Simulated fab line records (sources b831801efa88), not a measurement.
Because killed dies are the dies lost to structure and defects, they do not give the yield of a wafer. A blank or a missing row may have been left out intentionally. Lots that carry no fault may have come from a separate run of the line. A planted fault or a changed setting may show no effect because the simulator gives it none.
Problem report in the 8D (eight disciplines) form, filled by code / flow sky130 / the parts of the form that need people (team, actions taken, sign-off) are left out

== 1. WHAT WENT WRONG ==
At SKY_VIA1_ETCH_14, rf fwd power W averages 415.3 W over 2 wafers from 2 lots, while fault-free wafers read 494.5 W, standard deviation 2. That puts it -40 standard deviations away from the usual mean.
The step: etches BARC in N2/H2, stops on SiO2, time 45.9 s, target depth 60 nm.
Earliest sighting: wafer L685.2 on rie diel-01 at day 39 10:42. The record has a number at this step for 18 wafers belonging to 6 lots. Rule for "out" (also "out of limits"): further than 4 standard deviations from the usual mean. The rest of the wafers with a number are treated as sound.

== 2. WHAT IT IS; WHAT IT IS NOT ==
question=which readings at this step | is=rf fwd power W | is not=drypump motor current A, h2 flow sccm, oes product au, throttle valve pct
question=which lots | is=L685, L690 | is not=L679, L681, L683, L695
question=which wafers of those lots | is=L685.2, L690.2 | is not=L685.4, L685.5, L690.1, L690.6
question=read on which tools | is=rie diel-01 | is not=rie diel-03, rie diel-04
question=when | is=from day 39 10:42 | is not=up to then (11 sound wafers); but 5 sound wafers of L690, L695 came after

== 3. THE SUSPECTS, EACH WITH WHAT RULES IT OUT ==
Counting: a tool at a process step up to the reading stays a suspect if it ran every lot that is out. Sound lots after the first of them don't rule it out here, since some wafers of a struck lot are sound.
- cmp-01 at SKY_VIA1_CMP_02 (polishes SiO2): kept. It ran every lot that is out, first L685 (day 38 08:55); its last sound lot up to then is L683 (day 36 07:28).
- rie diel-01 at SKY_VIA1_ETCH_14 (etches BARC in N2/H2, stops on SiO2, time 45.9 s, target depth 60 nm): kept. It ran every lot that is out, first L685 (day 39 10:42); its last sound lot up to then is L683 (day 37 09:46). On those wafers its own readings are out: rf fwd power W.
- At SKY_VIA1_ETCH_14, inside rie diel-01: chamber 1 took the wafers that are out, while their sound lot-mates went through chambers 0, 2, 3.
Remaining after the count are cmp-01 at SKY_VIA1_CMP_02 and rie diel-01 at SKY_VIA1_ETCH_14.

== 4. THE CAUSE (what the simulator had put in) ==
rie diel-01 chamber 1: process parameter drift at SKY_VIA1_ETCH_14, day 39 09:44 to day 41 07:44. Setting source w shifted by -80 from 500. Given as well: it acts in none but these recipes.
After counting, 2 suspects remain, this tool included.

== 5. THE EFFECT CHAIN, in route order ==
Each row: a reading whose mean over the struck wafers that have a number lies more than 3 standard deviations from the usual. Scope: only readings with a usual standard deviation given in the record; hours: median across lots of the time from each lot's start at the first step in this table that gives one to its start at this step; sigmas: change in usual standard deviations.
hours=0; step=SKY_VIA1_ETCH_14; reading=rf fwd power W; usual=494.5 W; on struck wafers=415.3; change=-79.2; sigmas=-40
The process steps in it:
- SKY_VIA1_ETCH_14: etches BARC in N2/H2, stops on SiO2, time 45.9 s, target depth 60 nm.

== 6. WHAT WOULD HAVE CAUGHT IT SOONER ==
In this record the first reading out of limits was taken at day 39 10:42, 1 hour after the fault began at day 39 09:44.
